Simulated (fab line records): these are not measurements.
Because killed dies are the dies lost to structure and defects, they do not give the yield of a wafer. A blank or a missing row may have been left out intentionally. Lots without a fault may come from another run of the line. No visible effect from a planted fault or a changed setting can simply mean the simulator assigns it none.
fab line records	flow gf180mcu	part 1 of 2: steps 1 to 23 of 31
[record] lots = 5	wafers = 15	lastDay = 33
route steps=602 shown M3@412 V3@429
lots with no fault: from the same line, run without faults
startH: hours from the record's first day to the start of the lot's first wafer shown	waitH: time in hours since the lot's previous step	" same as the row above	L1.1+2: several wafers, shown together as one row	- no value, or no start given	* or withheld: withheld	< > ~ a bound
route shown NAME@n: names a module that has steps shown in the file, with the first one's number in the route	usual: average and standard deviation across the fault-free wafers	same: alike in all rows	chamber/n: place in a boat	sites: readings site by site	_std_site: the standard deviation of these	_edge_site: mean of outer sites minus mean of inner sites	radiusMm: how far each site lies from the wafer's centre	mask NAME#n: copy n	behind: the last tool/chamber to shape the wafer	hold: reason for holding the lot/hours on hold/outcome of the hold	device: names the non-switching transistor (n, p or np)	end of line: tests of these same wafers at the route's end	where a step has no rows: the recipe by itself	killed: at the first sort, the dies lost to defects and structure; wafer yield is something else	map: shows each die of a wafer: x if killed, . if not, _ if none is there
set.NAME: setting as actually run; set.NAME@STEP: the setting as run at that earlier step	model.NAME: the simulator's own value behind a step, which no gauge read
a table for each step, a row for each wafer; lots at some steps of the route
services: from which hour (startH, from the record's first day; less than 0 if before it) a tool's chamber was out of use, for how many hours, and why
[[steps]]
[step GF_M3_SPUTTER_03]
[recipe] material = Ti	targetThkNm = 10	substrateTempC = 300	chamberPressurePa = 0.3	powerW = 3000	timeS = 6.7
[usual] chamberPressurePa = 0.3000/0.00056	throttleValvePct = 29.3/1.1
lot.wafer	tool	chamber	startH	waitH	chamberPressurePa	throttleValvePct
L074.1	pvdSputter-02	-	460.81	0.0	0.2998	30.1
L074.3	"	-	"	"	0.3005	27.2
L074.4	"	-	"	"	0.2994	29.1
L078.1	pvdSputter-04	-	503.79	0.0	0.3007	29.0
L078.3	"	-	"	"	0.3002	29.9
L078.4	"	-	"	"	0.3007	28.1
L080.1	pvdSputter-02	-	520.21	0.0	0.2991	29.2
L080.5	"	-	"	"	0.3008	27.1
L080.6	"	-	"	"	0.2996	29.2
L085.1	pvdSputter-04	-	557.86	0.0	0.2997	29.3
L085.2	"	-	"	"	0.3002	28.0
L085.5	"	-	"	"	0.3002	27.8
L091.1	pvdSputter-02	-	607.61	0.0	0.2996	30.2
L091.3	"	-	"	"	0.2999	27.3
L091.5	"	-	"	"	0.3004	30.2
[step GF_M3_SPUTTER_04]
[recipe] material = TiN	targetThkNm = 50	powerW = 6500	timeS = 41.7	chamberPressurePa = 0.4
[usual] chamberPressurePa = 0.4000/0.00085	throttleValvePct = 29.3/1.1
lot.wafer	tool	chamber	startH	waitH	chamberPressurePa	throttleValvePct
L074.1	pvdSputter-02	-	460.83	0.0	0.4018	30.6
L074.3	"	-	"	"	0.3999	27.4
L074.4	"	-	"	"	0.3998	29.2
L078.1	pvdSputter-04	-	503.81	0.0	0.3993	28.8
L078.3	"	-	"	"	0.4004	29.7
L078.4	"	-	"	"	0.3994	28.0
L080.1	pvdSputter-02	-	520.23	0.0	0.4003	29.2
L080.5	"	-	"	"	0.4006	27.1
L080.6	"	-	"	"	0.4005	29.3
L085.1	pvdSputter-04	-	557.88	0.0	0.4007	29.1
L085.2	"	-	"	"	0.3991	27.9
L085.5	"	-	"	"	0.3996	28.0
L091.1	pvdSputter-02	-	607.63	0.0	0.3994	30.2
L091.3	"	-	"	"	0.3996	27.3
L091.5	"	-	"	"	0.4008	30.3
[step GF_M3_RS_MEAS_05]
[recipe] thkMeasGauge = four-point-probe	reads = TiN_of_M3_SPUTTER_04+Ti_of_M3_SPUTTER_03+AlCu_of_M3_SPUTTER_02+TiN_of_M3_SPUTTER_01+Ti_of_M3_SPUTTER_00
[usual] M3_ALCU_RS = 0.0695/0.00058
lot.wafer	tool	chamber	startH	waitH	M3_ALCU_RS[ohm/sq]
L074.1	filmMetro-01	-	460.87	0.0	0.0691
L074.3	"	-	"	"	0.0695
L074.4	"	-	"	"	0.0697
L078.1	filmMetro-01	-	503.85	0.0	0.0686
L078.3	"	-	"	"	0.0689
L078.4	"	-	"	"	0.0685
L080.1	filmMetro-03	-	520.27	0.0	0.0695
L080.5	"	-	"	"	0.0700
L080.6	"	-	"	"	0.0707
L085.1	filmMetro-01	-	557.92	0.0	0.0687
L085.2	"	-	"	"	0.0689
L085.5	"	-	"	"	0.0693
L091.1	filmMetro-02	-	607.67	0.0	0.0693
L091.3	"	-	"	"	0.0694
L091.5	"	-	"	"	0.0692
[step GF_M3_THK_MEAS_06]
[recipe] thkMeasGauge = xrf	reads = AlCu_of_M3_SPUTTER_02
[usual] M3_ALCU_THK = 452/4.3
lot.wafer	tool	chamber	startH	waitH	M3_ALCU_THK[nm]
L074.1	filmMetro-01	-	460.99	0.1	456
L074.3	"	-	"	"	452
L074.4	"	-	"	"	452
L078.1	filmMetro-01	-	503.97	0.1	458
L078.3	"	-	"	"	455
L078.4	"	-	"	"	460
L080.1	filmMetro-03	-	520.39	0.1	448
L080.5	"	-	"	"	447
L080.6	"	-	"	"	442
L085.1	filmMetro-01	-	558.04	0.1	455
L085.2	"	-	"	"	457
L085.5	"	-	"	"	452
L091.1	filmMetro-02	-	607.79	0.1	454
L091.3	"	-	"	"	454
L091.5	"	-	"	"	454
[step GF_M3_DEHYDRATE_07]
[recipe] tempC = 200	timeS = 60
[usual] exhaustPa = 45.1/0.94	resistLineTempC = 23.01/0.099
lot.wafer	tool	chamber	startH	waitH	exhaustPa	resistLineTempC
L074.1	lithoTrack-04	0	472.74	11.7	43.8	23.05
L074.3	"	0	"	"	42.1	22.90
L074.4	"	0	"	"	43.9	23.00
L078.1	lithoTrack-04	0	515.03	11.1	43.9	23.18
L078.3	"	0	"	"	43.5	23.07
L078.4	"	0	"	"	44.5	22.84
L080.1	lithoTrack-04	0	531.03	10.6	45.1	22.92
L080.5	"	0	"	"	45.8	22.95
L080.6	"	0	"	"	45.0	23.01
L085.1	lithoTrack-02	0	568.83	10.8	43.2	22.93
L085.2	"	0	"	"	45.2	22.95
L085.5	"	0	"	"	44.5	22.96
L091.1	lithoTrack-02	0	617.48	9.7	46.7	23.04
L091.3	"	0	"	"	45.7	23.12
L091.5	"	0	"	"	46.7	23.06
[step GF_M3_HMDS_08]
[recipe] primeTimeS = 60	primeTempC = 120
[usual] exhaustPa = 45.2/0.9	resistLineTempC = 23.00/0.12
lot.wafer	tool	chamber	startH	waitH	exhaustPa	resistLineTempC
L074.1	lithoTrack-04	0	472.89	0.1	45.9	22.91
L074.3	"	0	"	"	45.2	23.23
L074.4	"	0	"	"	46.0	23.04
L078.1	lithoTrack-04	0	515.18	0.1	45.6	23.01
L078.3	"	0	"	"	45.5	22.81
L078.4	"	0	"	"	46.2	23.04
L080.1	lithoTrack-04	0	531.18	0.1	46.6	22.94
L080.5	"	0	"	"	46.3	22.95
L080.6	"	0	"	"	46.8	22.92
L085.1	lithoTrack-02	0	568.98	0.1	45.5	22.85
L085.2	"	0	"	"	46.2	22.88
L085.5	"	0	"	"	45.5	23.05
L091.1	lithoTrack-02	0	617.63	0.1	44.2	22.99
L091.3	"	0	"	"	45.0	22.99
L091.5	"	0	"	"	44.2	23.11
[step GF_M3_COAT_09]
[recipe] resist = KrF	spinRpm = withheld	resistThkNm = 1000
[usual] exhaustPa = 44.9/0.97	resistLineTempC = 23.00/0.11
lot.wafer	tool	chamber	startH	waitH	exhaustPa	resistLineTempC
L074.1	lithoTrack-04	0	473.04	0.1	44.6	23.06
L074.3	"	0	"	"	44.8	22.96
L074.4	"	0	"	"	44.6	23.10
L078.1	lithoTrack-04	0	515.33	0.1	44.2	23.10
L078.3	"	0	"	"	44.0	22.77
L078.4	"	0	"	"	44.8	22.91
L080.1	lithoTrack-04	0	531.33	0.1	44.6	22.92
L080.5	"	0	"	"	46.9	22.92
L080.6	"	0	"	"	45.9	22.92
L085.1	lithoTrack-02	0	569.13	0.1	44.7	23.09
L085.2	"	0	"	"	46.1	23.01
L085.5	"	0	"	"	44.7	23.14
L091.1	lithoTrack-02	0	617.78	0.1	44.1	23.01
L091.3	"	0	"	"	44.7	22.88
L091.5	"	0	"	"	44.7	22.88
[step GF_M3_SOFTBAKE_10]
[recipe] tempC = 130	timeS = 60	resist = KrF
[usual] exhaustPa = 45.0/0.87	resistLineTempC = 23.01/0.1
lot.wafer	tool	chamber	startH	waitH	exhaustPa	resistLineTempC
L074.1	lithoTrack-04	0	473.19	0.1	45.3	22.92
L074.3	"	0	"	"	44.8	22.94
L074.4	"	0	"	"	45.5	22.96
L078.1	lithoTrack-04	0	515.48	0.1	45.7	23.01
L078.3	"	0	"	"	44.1	22.86
L078.4	"	0	"	"	44.9	23.08
L080.1	lithoTrack-04	0	531.48	0.1	45.7	22.88
L080.5	"	0	"	"	46.1	22.98
L080.6	"	0	"	"	47.3	23.05
L085.1	lithoTrack-02	0	569.28	0.1	45.2	22.94
L085.2	"	0	"	"	45.0	22.99
L085.5	"	0	"	"	44.8	23.04
L091.1	lithoTrack-02	0	617.93	0.1	46.3	23.07
L091.3	"	0	"	"	46.0	23.04
L091.5	"	0	"	"	43.5	23.13
[step GF_M3_EXPOSE_11]
[recipe] maskId = Metal3	targetCdNm = 280	na = 0.68	sourceShape = conventional	sigmaOuter = 0.6	doseMj = 28
[usual] exposureDoseMJCm2 = 28.13/0.16	focusOffsetNm = -0.1/0.49	reticleTempC = 22.99/0.12
[same] na = 0.68
lot.wafer	tool	chamber	startH	waitH	mask	exposureDoseMJCm2	focusOffsetNm	reticleTempC
L074.1	krfScanner-01	0	-	-	Metal3#0	27.96	0.3	23.10
L074.3	"	0	"	"	Metal3#0	27.97	0.0	23.19
L074.4	"	0	"	"	Metal3#0	27.96	-0.1	23.12
L078.1	krfScanner-01	0	-	-	Metal3#0	28.00	0.8	23.08
L078.3	"	0	"	"	Metal3#0	27.97	-0.1	23.13
L078.4	"	0	"	"	Metal3#0	28.02	-0.9	23.13
L080.1	krfScanner-01	0	-	-	Metal3#0	28.00	0.2	22.98
L080.5	"	0	"	"	Metal3#0	28.01	0.0	23.17
L080.6	"	0	"	"	Metal3#0	27.94	0.3	22.98
L085.1	krfScanner-02	0	-	-	Metal3#0	28.35	0.1	22.95
L085.2	"	0	"	"	Metal3#0	28.34	-0.6	22.96
L085.5	"	0	"	"	Metal3#0	28.28	-0.9	23.11
L091.1	krfScanner-02	0	-	-	Metal3#0	28.32	0.1	23.02
L091.3	"	0	"	"	Metal3#0	28.32	-0.6	22.93
L091.5	"	0	"	"	Metal3#0	28.26	0.0	22.84
[step GF_M3_PEB_12]
[recipe] pebTempC = 135	pebTimeS = 90	resist = KrF
[usual] exhaustPa = 45.1/0.99	resistLineTempC = 22.99/0.11
lot.wafer	tool	chamber	startH	waitH	exhaustPa	resistLineTempC
L074.1	lithoTrack-01	0	-	-	46.4	23.06
L074.3	"	0	"	"	44.4	22.93
L074.4	"	0	"	"	45.4	23.02
L078.1	lithoTrack-04	0	-	-	44.0	22.92
L078.3	"	0	"	"	45.1	22.90
L078.4	"	0	"	"	44.6	22.78
L080.1	lithoTrack-01	0	-	-	44.1	23.01
L080.5	"	0	"	"	44.7	22.80
L080.6	"	0	"	"	44.4	23.14
L085.1	lithoTrack-01	0	-	-	45.7	22.80
L085.2	"	0	"	"	45.9	23.05
L085.5	"	0	"	"	45.7	23.02
L091.1	lithoTrack-01	0	-	-	45.0	23.09
L091.3	"	0	"	"	44.1	23.00
L091.5	"	0	"	"	43.8	22.92
[step GF_M3_DEVELOP_13]
[recipe] developTimeS = 60	devTempC = 21
[usual] exhaustPa = 44.8/1.1	resistLineTempC = 23.01/0.11
lot.wafer	tool	chamber	startH	waitH	exhaustPa	resistLineTempC
L074.1	lithoTrack-01	0	484.61	0.2	44.1	23.02
L074.3	"	0	"	"	44.4	22.99
L074.4	"	0	"	"	43.3	22.91
L078.1	lithoTrack-04	0	526.73	0.2	44.1	23.16
L078.3	"	0	"	"	44.0	23.10
L078.4	"	0	"	"	43.9	23.00
L080.1	lithoTrack-01	0	543.06	0.2	47.5	23.07
L080.5	"	0	"	"	46.4	23.28
L080.6	"	0	"	"	45.4	23.07
L085.1	lithoTrack-01	0	579.36	0.2	44.6	22.99
L085.2	"	0	"	"	45.5	22.96
L085.5	"	0	"	"	44.8	22.91
L091.1	lithoTrack-01	0	627.66	0.2	44.5	23.13
L091.3	"	0	"	"	46.7	22.96
L091.5	"	0	"	"	46.0	23.14
[step GF_M3_CD_MEAS_14]
[recipe] targetCdNm = 280
[usual] cdNm = 280.0/1.4
lot.wafer	tool	chamber	startH	waitH	cdNm
L074.1	cdSem-01	-	484.76	0.1	279.6
L074.3	"	-	"	"	279.7
L074.4	"	-	"	"	278.6
L078.1	cdSem-01	-	526.88	0.1	278.5
L078.3	"	-	"	"	278.9
L078.4	"	-	"	"	278.1
L080.1	cdSem-02	-	543.21	0.1	278.2
L080.5	"	-	"	"	280.2
L080.6	"	-	"	"	280.2
L085.1	cdSem-01	-	579.51	0.1	280.6
L085.2	"	-	"	"	280.0
L085.5	"	-	"	"	279.8
L091.1	cdSem-01	-	627.81	0.1	278.9
L091.3	"	-	"	"	278.7
L091.5	"	-	"	"	278.2
[step GF_M3_OVL_MEAS_15]
[usual] M3_OVL = 6/6.1
lot.wafer	tool	chamber	startH	waitH	M3_OVL[nm]
L074.1	overlay-02	-	484.88	0.1	4
L074.3	"	-	"	"	3
L074.4	"	-	"	"	3
L078.1	overlay-01	-	527.00	0.1	2
L078.3	"	-	"	"	7
L078.4	"	-	"	"	10
L080.1	overlay-02	-	543.33	0.1	9
L080.5	"	-	"	"	7
L080.6	"	-	"	"	4
L085.1	overlay-02	-	579.63	0.1	-3
L085.2	"	-	"	"	6
L085.5	"	-	"	"	-4
L091.1	overlay-01	-	627.93	0.1	6
L091.3	"	-	"	"	8
L091.5	"	-	"	"	5
[step GF_M3_METAL_ETCH_16]
[recipe] chemistry = Cl2/BCl3	maskMaterial = KrF	targetDepthNm = 750.8	stopOn = SiO2	pressureMtorr = 8	icpW = 800	biasW = 140	Cl2_flow_sccm = 80	bcl3FlowSccm = 40	timeS = 125.1
[usual] chamberPressureMTorr = 7.999/0.0072	drypumpMotorCurrentA = 5.7/0.57	heBacksideLeakSccm = 3.34/0.24	oesProductAu = 0.992/0.0055	throttleValvePct = 28.229/0.009
lot.wafer	tool	chamber	startH	waitH	chamberPressureMTorr	drypumpMotorCurrentA	heBacksideLeakSccm	oesProductAu	rfHoursCounterH	throttleValvePct
L074.1	rieMetal-04	1	484.92	0.0	7.999	6.6	3.29	0.985	0.3	28.216
L074.3	"	0	"	"	7.999	6.0	3.61	0.992	-	28.243
L074.4	"	1	"	"	8.010	6.6	3.28	0.986	-	28.234
L078.1	rieMetal-01	0	527.04	0.0	8.004	5.6	3.24	0.988	2.1	28.251
L078.3	"	1	"	"	8.001	5.2	3.29	0.990	-	28.234
L078.4	"	0	"	"	7.995	5.6	3.24	0.987	-	28.227
L080.1	rieMetal-04	0	543.37	0.0	7.991	6.0	3.64	0.997	8.6	28.231
L080.5	"	0	"	"	8.002	6.0	3.75	0.995	-	28.231
L080.6	"	1	"	"	8.008	6.6	3.27	0.995	-	28.208
L085.1	rieMetal-03	1	579.67	0.0	8.008	5.4	2.99	0.989	4.3	28.230
L085.2	"	0	"	"	8.001	5.0	3.29	0.992	2.4	28.233
L085.5	"	0	"	"	8.000	5.0	3.37	0.988	-	28.225
L091.1	rieMetal-03	0	627.97	0.0	8.000	4.9	3.35	1.000	4.2	28.223
L091.3	"	1	"	"	7.999	5.4	2.96	0.996	-	28.212
L091.5	"	1	"	"	8.004	5.4	3.05	0.993	-	28.235
[step GF_M3_STRIP_17]
[recipe] chemistry = O2/N2	powerW = 1400	pressureMtorr = 1500	platenTempC = 250	o2FlowSccm = 3000	n2FlowSccm = 300	overashFraction = 0.5
[usual] chamberPressureMTorr = 1500.0/1.4	drypumpMotorCurrentA = 5.6/0.43	heaterPowerW = 329/16	oesProductAu = 0.538/0.0049	stripTimeToEndpointS = 7.38/0.041
[same] overashFraction = 0.5
lot.wafer	tool	chamber	startH	waitH	chamberPressureMTorr	drypumpMotorCurrentA	heaterPowerW	oesProductAu	rfHoursCounterH	stripTimeToEndpointS
L074.1	plasmaAsher-02	1	485.05	0.1	1497.7	5.5	340	0.537	70	7.36
L074.3	"	0	"	"	1498.9	6.1	308	0.539	-	7.40
L074.4	"	1	"	"	1499.5	5.5	343	0.536	-	7.35
L078.1	plasmaAsher-03	0	527.17	0.1	1500.6	5.0	330	0.535	9	7.44
L078.3	"	1	"	"	1499.3	6.0	340	0.536	-	7.41
L078.4	"	0	"	"	1499.4	4.9	337	0.535	-	7.42
L080.1	plasmaAsher-02	0	543.50	0.1	1501.5	6.1	310	0.537	76	7.47
L080.5	"	1	"	"	1499.2	5.5	340	0.544	-	7.46
L080.6	"	0	"	"	1499.0	6.1	310	0.529	-	7.33
L085.1	plasmaAsher-02	0	579.80	0.1	1502.2	6.1	298	0.532	80	7.38
L085.2	"	1	"	"	1499.7	5.5	351	0.536	80	7.39
L085.5	"	1	"	"	1501.3	5.5	340	0.543	-	7.38
L091.1	plasmaAsher-03	0	628.10	0.1	1500.6	4.9	324	0.537	20	7.40
L091.3	"	0	"	"	1497.8	4.9	337	0.544	-	7.38
L091.5	"	1	"	"	1499.6	6.0	334	0.535	-	7.36
[step GF_M3_STRIP_18]
[recipe] chemistry = postEtchResidueRemover	timeS = 1200	tempC = 72.5
lot.wafer	tool	chamber	startH	waitH
L074.1+3+4	wetBench-04	0	485.15	0.1
L078.1+3+4	wetBench-01	1	527.27	0.1
L080.1+5+6	wetBench-04	3	543.60	0.1
L085.1+2+5	wetBench-04	3	579.90	0.1
L091.1+3+5	wetBench-03	3	628.20	0.1
[step GF_M3_CLEAN_19]
[recipe] chemistry = DIW	dry = n2Spin
lot.wafer	tool	chamber	startH	waitH
L074.1+3+4	wetBench-03	0	485.49	0.0
L078.1+3+4	wetBench-04	0	527.61	0.0
L080.1+5+6	wetBench-01	2	543.94	0.0
L085.1+2+5	wetBench-03	0	580.27	0.0
L091.1+3+5	wetBench-03	2	628.54	0.0
[step GF_V3_CVD_00]
[recipe] material = SiO2	targetThkNm = 600	sigmaOpenFrac = 0.3	tempC = 400	timeS = 100	sih4FlowSccm = 60	pressureMtorr = 6
lot.wafer	tool	chamber	startH	waitH
L074.1+3+4	hdpcvd-02	1,2,2	485.58	0.0
L078.1+3+4	hdpcvd-02	1,2,2	527.70	0.0
L080.1+5+6	hdpcvd-01	2,1,0	544.04	0.0
L085.1+2+5	hdpcvd-01	0,1,1	580.36	0.0
L091.1+3+5	hdpcvd-02	2,0,1	628.63	0.0
[step GF_V3_THK_MEAS_01]
[recipe] reads = SiO2_of_V3_CVD_00
[usual] V3_CVD_00_THK = 599/6.8
lot.wafer	tool	chamber	startH	waitH	V3_CVD_00_THK[nm]
L074.1	filmMetro-01	-	485.65	0.0	588
L074.3	"	-	"	"	592
L074.4	"	-	"	"	591
L078.1	filmMetro-04	-	527.78	0.0	614
L078.3	"	-	"	"	601
L078.4	"	-	"	"	604
L080.1	filmMetro-04	-	544.11	0.0	600
L080.5	"	-	"	"	608
L080.6	"	-	"	"	597
L085.1	filmMetro-01	-	580.43	0.0	599
L085.2	"	-	"	"	604
L085.5	"	-	"	"	610
L091.1	filmMetro-01	-	628.70	0.0	593
L091.3	"	-	"	"	592
L091.5	"	-	"	"	592
[step GF_V3_CVD_02]
[recipe] material = SiO2	targetThkNm = 850	precursor = TEOS	tempC = 400	timeS = 94.851	rfW = 600
[usual] heaterPowerW = 664/98
lot.wafer	tool	chamber	startH	waitH	heaterPowerW
L074.1	pecvd-04	1	485.71	0.1	837
L074.3	"	0	"	"	575
L074.4	"	1	"	"	664
L078.1	pecvd-04	0	527.84	0.1	554
L078.3	"	2	"	"	504
L078.4	"	1	"	"	663
L080.1	pecvd-01	0	544.17	0.1	789
L080.5	"	0	"	"	643
L080.6	"	1	"	"	642
L085.1	pecvd-01	1	580.49	0.1	755
L085.2	"	2	"	"	711
L085.5	"	0	"	"	629
L091.1	pecvd-01	1	628.76	0.1	592
L091.3	"	2	"	"	807
L091.5	"	0	"	"	725
[step GF_V3_THK_MEAS_03]
[recipe] reads = SiO2_of_V3_CVD_02
[usual] V3_CVD_02_THK = 849/9.7
lot.wafer	tool	chamber	startH	waitH	V3_CVD_02_THK[nm]
L074.1	filmMetro-02	-	485.78	0.0	830
L074.3	"	-	"	"	833
L074.4	"	-	"	"	841
L078.1	filmMetro-01	-	527.90	0.0	845
L078.3	"	-	"	"	837
L078.4	"	-	"	"	853
L080.1	filmMetro-01	-	544.24	0.0	847
L080.5	"	-	"	"	848
L080.6	"	-	"	"	847
L085.1	filmMetro-02	-	580.56	0.0	850
L085.2	"	-	"	"	835
L085.5	"	-	"	"	853
L091.1	filmMetro-04	-	628.83	0.0	841
L091.3	"	-	"	"	837
L091.5	"	-	"	"	841
[step GF_V3_CMP_04]
[recipe] material = SiO2	downForcePsi = 4	platenRpm = 60	padVelocityMS = 0.94248
[usual] motorCurrentA = 12.6/1.3	retainingRingPressureFrac = 1.001/0.0049	slurryFlowMlMin = 150.0/0.46	timeToEndpointS = 80/4.6
lot.wafer	tool	chamber	startH	waitH	motorCurrentA	retainingRingPressureFrac	slurryFlowMlMin	timeToEndpointS
L074.1	cmp-02	2	485.84	0.1	13.5	1.007	149.8	74
L074.4	"	3	"	"	11.9	1.001	149.7	74
L074.3	"	0	"	"	13.3	0.993	149.3	76
L078.3	cmp-01	1	527.96	0.0	10.6	1.003	149.8	77
L078.4	"	3	"	"	10.6	1.009	150.2	87
L078.1	"	0	"	"	13.8	1.001	149.6	80
L080.1	cmp-01	1	544.35	0.1	11.4	1.001	149.9	77
L080.6	"	0	"	"	13.7	1.004	151.0	75
L080.5	"	1	"	"	11.1	1.000	150.6	78
L085.1	cmp-02	1	580.67	0.1	13.6	0.998	150.5	82
L085.2	"	0	"	"	13.7	0.998	150.2	76
L085.5	"	2	"	"	13.3	0.995	149.8	86
L091.1	cmp-01	3	628.89	0.1	11.2	0.998	150.2	77
L091.3	"	2	"	"	12.8	0.997	149.7	75
L091.5	"	3	"	"	11.0	1.007	149.4	74
[step GF_V3_BOW_MEAS_05]
[recipe] mode = bow
[usual] V3_BOW = 117/9
lot.wafer	tool	chamber	startH	waitH	V3_BOW[um]
L074.1	filmMetro-01	-	486.14	0.2	106
L074.3	"	-	"	"	104
L074.4	"	-	"	"	105
L078.1	filmMetro-04	-	528.26	0.1	135
L078.3	"	-	"	"	119
L078.4	"	-	"	"	119
L080.1	filmMetro-01	-	544.60	0.2	132
L080.5	"	-	"	"	121
L080.6	"	-	"	"	133
L085.1	filmMetro-04	-	580.97	0.2	119
L085.2	"	-	"	"	106
L085.5	"	-	"	"	115
L091.1	filmMetro-01	-	629.19	0.2	118
L091.3	"	-	"	"	118
L091.5	"	-	"	"	108
